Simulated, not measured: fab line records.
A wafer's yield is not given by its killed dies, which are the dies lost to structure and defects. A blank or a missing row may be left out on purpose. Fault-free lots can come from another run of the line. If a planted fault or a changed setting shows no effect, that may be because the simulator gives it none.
2 desks, one fault | flow sky130 | each desk holds nothing but its own numbers, with what lay behind them at the end

## FROM THE METROLOGY DESK
What the gauges read, lot by lot, whatever tool the lot ran on: means of the sampled wafers that have a number. Any lot whose mean is over 4 standard deviations away from the usual mean is out of limits and marked OUT; that distance is given in the brackets.
Columns: A = VIA1_OVL at SKY_VIA1_OVL_MEAS_13, usual 1 nm; B = VIA2_OVL at SKY_VIA2_OVL_MEAS_13, usual -3 nm
lot  | first seen here | A  | B
L517 | day 34 01:44    | 1  | -0
L518 | day 34 13:22    | 9  | -4
L521 | day 35 12:12    | 4  | -1
L525 | day 37 00:17    | -3 | -1
L527 | day 37 19:11    | 6  | -8
L530 | day 38 13:08    | 1  | 2
L533 | day 38 19:32    | 2  | -6
L534 | day 39 08:56    | 0  | 0
L535 | day 39 14:17    | 4  | -1
L537 | day 40 00:56    | 6  | -6
L539 | day 41 05:50    | -4 | 4
L540 | day 41 10:50    | 1  | -3
This desk's verdict: no lot among the 12 shows anything out of limits.

## DESK OF THE TOOL OWNER: rie metal-01
The tool's own readings at SKY_METAL2_ETCH_18 (etches BARC in N2/H2, stops on SiO2, time 45.9 s, target depth 60 nm): means of the sampled wafers that have a number, for each lot that ran on this tool. Any lot whose mean is over 4 standard deviations away from the usual mean is out of limits and marked OUT; that distance is given in the brackets.
Columns: A = chamber pressure mTorr at SKY_METAL2_ETCH_18, usual 30.004 mTorr; B = drypump motor current A at SKY_METAL2_ETCH_18, usual 5.7 A; C = oes product au at SKY_METAL2_ETCH_18, usual 0.854 a.u.; D = run length s at SKY_METAL2_ETCH_18, usual 73.9 s; E = throttle valve pct at SKY_METAL2_ETCH_18, usual 13.225 %
lot  | first seen here | A      | B   | C               | D              | E
L518 | day 35 18:41    | 30.011 | 5.2 | 0.859           | 74.1           | 13.216
L521 | day 36 16:31    | 29.998 | 5.2 | 0.758 (-20) OUT | 85.6 (+32) OUT | 13.218
L525 | day 38 03:40    | 29.991 | 5.3 | 0.761 (-19) OUT | 85.3 (+31) OUT | 13.211
L534 | day 40 10:47    | 30.001 | 5.3 | 0.846           | 73.9           | 13.226
L535 | day 40 16:23    | 29.992 | 5.2 | 0.852           | 74.1           | 13.218
L539 | day 42 06:14    | 29.997 | 5.4 | 0.856           | 73.9           | 13.213
L540 | day 42 11:35    | 30.012 | 5.4 | 0.853           | 74.2           | 13.222
Finding of this desk: L521, L525 out of limits; the first was L521 at day 36 16:31, on oes product au at SKY_METAL2_ETCH_18. In limits: L518, L534, L535, L539, L540.

## ALL TOGETHER
The tool owner's desk could have raised an alarm at day 36 16:31, on L521, L525.
At the metrology desk, nothing out of limits was observed.
The metrology desk holds a record of L521, L525, inside its limits.
All the named lots went through SKY_METAL2_ETCH_18 on rie metal-01.

## WHAT THE SIMULATOR HAD PUT IN
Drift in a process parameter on rie metal-01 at SKY_METAL2_ETCH_18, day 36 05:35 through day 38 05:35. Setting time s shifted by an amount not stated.
Shown lots that were struck: L521, L525.
Delay in hours, fault start to first out-of-limits reading, by desk: the tool owner's desk at 11.
